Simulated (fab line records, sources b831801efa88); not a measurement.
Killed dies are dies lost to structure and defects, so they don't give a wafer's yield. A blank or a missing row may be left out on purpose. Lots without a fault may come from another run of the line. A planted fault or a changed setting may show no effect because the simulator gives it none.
Tool commonality check | flow sky130 | 15 lots, 45 wafers sampled

WHY IT WAS OPENED
At SKY_LDD_P_TW_MEAS_11 the reading LDD_P_TW is flagged on 3 of 15 lots. Wafers without a fault read 641, standard deviation 3.1.
Rule: a lot is flagged when every wafer of it that has a number lies more than 4 standard deviations from that mean, or none has a number. The other lots count as sound.

lot  | measured     | on            | LDD_P_TW, wafer by wafer | flag
L352 | day 19 10:36 | film_metro-02 | 642 646 646              |
L354 | day 19 23:34 | film_metro-02 | 645 643 638              |
L355 | day 20 04:20 | film_metro-03 | 642 644 642              |
L357 | day 21 02:26 | film_metro-03 | 30 30 30                 | FLAGGED
L358 | day 21 10:45 | film_metro-02 | 30 30 30                 | FLAGGED
L359 | day 21 10:53 | film_metro-02 | 30 30 30                 | FLAGGED
L362 | day 22 11:32 | film_metro-02 | 639 639 641              |
L366 | day 23 15:35 | film_metro-04 | 638 640 639              |
L367 | day 24 09:02 | film_metro-03 | 644 643 643              |
L368 | day 24 15:23 | film_metro-04 | 641 646 644              |
L370 | day 25 08:56 | film_metro-03 | 641 647 642              |
L372 | day 26 10:44 | film_metro-03 | 642 637 640              |
L373 | day 27 05:20 | film_metro-02 | 648 645 645              |
L374 | day 27 07:30 | film_metro-04 | 643 642 641              |
L375 | day 27 10:03 | film_metro-03 | 640 642 638              |
The numbers of the flagged lots are 30 on average: -611 against the usual, or -99 or more standard deviations.

WHICH TOOL RAN EACH LOT
The record holds 3 process steps before the reading, out of a route of 708 steps. In each cell: the tool, then ch and the chambers that the sampled wafers went through, then the start.
lot  | flag    | SKY_SONOS_ONO_STRIP_17               | SKY_LDD_N_STRIP_16                   | SKY_LDD_P_STRIP_10
L352 |         | plasma_asher-03 ch 0,1, day 12 19:20 | plasma_asher-02 ch 0,1, day 18 03:30 | plasma_asher-01 ch 0,1, day 19 10:31
L354 |         | plasma_asher-01 ch 0,1, day 13 15:10 | plasma_asher-03 ch 0,1, day 18 16:33 | plasma_asher-01 ch 0,1, day 19 23:28
L355 |         | plasma_asher-01 ch 0,1, day 13 09:20 | plasma_asher-01 ch 0, day 18 21:58   | plasma_asher-04 ch 0,1, day 20 04:14
L357 | FLAGGED | plasma_asher-01 ch 0,1, day 14 05:13 | plasma_asher-02 ch 0,1, day 19 20:10 | plasma_asher-04 ch 0,1, day 21 02:20
L358 | FLAGGED | plasma_asher-03 ch 0,1, day 14 18:41 | plasma_asher-02 ch 0,1, day 20 04:18 | plasma_asher-04 ch 0,1, day 21 10:40
L359 | FLAGGED | plasma_asher-02 ch 0,1, day 14 18:15 | plasma_asher-01 ch 0,1, day 20 04:34 | plasma_asher-03 ch 1, day 21 10:47
L362 |         | plasma_asher-03 ch 0,1, day 15 18:39 | plasma_asher-02 ch 0,1, day 21 04:52 | plasma_asher-04 ch 0,1, day 22 11:26
L366 |         | plasma_asher-02 ch 1, day 16 20:37   | plasma_asher-01 ch 0,1, day 22 09:43 | plasma_asher-01 ch 0,1, day 23 15:29
L367 |         | plasma_asher-02 ch 0,1, day 17 14:59 | plasma_asher-01 ch 0,1, day 23 03:13 | plasma_asher-01 ch 0,1, day 24 08:56
L368 |         | plasma_asher-02 ch 0,1, day 17 18:24 | plasma_asher-03 ch 0,1, day 23 08:43 | plasma_asher-03 ch 0,1, day 24 15:17
L370 |         | plasma_asher-02 ch 0,1, day 18 15:26 | plasma_asher-03 ch 0,1, day 24 03:40 | plasma_asher-04 ch 0, day 25 08:50
L372 |         | plasma_asher-02 ch 0,1, day 19 19:29 | plasma_asher-02 ch 0,1, day 25 04:40 | plasma_asher-04 ch 0,1, day 26 10:38
L373 |         | plasma_asher-01 ch 0, day 20 16:51   | plasma_asher-03 ch 1, day 25 23:58   | plasma_asher-01 ch 0, day 27 05:14
L374 |         | plasma_asher-03 ch 0,1, day 20 17:48 | plasma_asher-01 ch 0,1, day 26 02:40 | plasma_asher-01 ch 0,1, day 27 07:23
L375 |         | plasma_asher-03 ch 0,1, day 20 20:47 | plasma_asher-01 ch 0,1, day 26 05:15 | plasma_asher-01 ch 0,1, day 27 09:58
What these steps do:
- SKY_SONOS_ONO_STRIP_17: strips in O2/N2.
- SKY_LDD_N_STRIP_16: strips in O2/N2.
- SKY_LDD_P_STRIP_10: strips in O2/N2.
- SKY_LDD_P_TW_MEAS_11

FLAGGED OVER TOTAL, TOOL BY TOOL (the gauges that took the reading come last)
step                   | tool            | lots run | flagged | share of the flagged lots | sound lots run after its first flagged lot
SKY_SONOS_ONO_STRIP_17 | plasma_asher-01 | 4        | 1       | some                      | 1 (L373)
SKY_SONOS_ONO_STRIP_17 | plasma_asher-02 | 6        | 1       | some                      | 5 (L366,L367,L368,L370,L372)
SKY_SONOS_ONO_STRIP_17 | plasma_asher-03 | 5        | 1       | some                      | 3 (L362,L374,L375)
SKY_LDD_N_STRIP_16     | plasma_asher-01 | 6        | 1       | some                      | 4 (L366,L367,L374,L375)
SKY_LDD_N_STRIP_16     | plasma_asher-02 | 5        | 2       | some                      | 2 (L362,L372)
SKY_LDD_N_STRIP_16     | plasma_asher-03 | 4        | 0       | none                      | -
SKY_LDD_P_STRIP_10     | plasma_asher-01 | 7        | 0       | none                      | -
SKY_LDD_P_STRIP_10     | plasma_asher-03 | 2        | 1       | some                      | 1 (L368)
SKY_LDD_P_STRIP_10     | plasma_asher-04 | 6        | 2       | some                      | 3 (L362,L370,L372)
SKY_LDD_P_TW_MEAS_11   | film_metro-02   | 6        | 2       | some                      | 2 (L362,L373)
SKY_LDD_P_TW_MEAS_11   | film_metro-03   | 6        | 1       | some                      | 4 (L367,L370,L372,L375)
SKY_LDD_P_TW_MEAS_11   | film_metro-04   | 3        | 0       | none                      | -

WHAT THE TABLE ALLOWS
No row of the table ran every flagged lot.

WHAT THE SIMULATOR HAD PUT IN
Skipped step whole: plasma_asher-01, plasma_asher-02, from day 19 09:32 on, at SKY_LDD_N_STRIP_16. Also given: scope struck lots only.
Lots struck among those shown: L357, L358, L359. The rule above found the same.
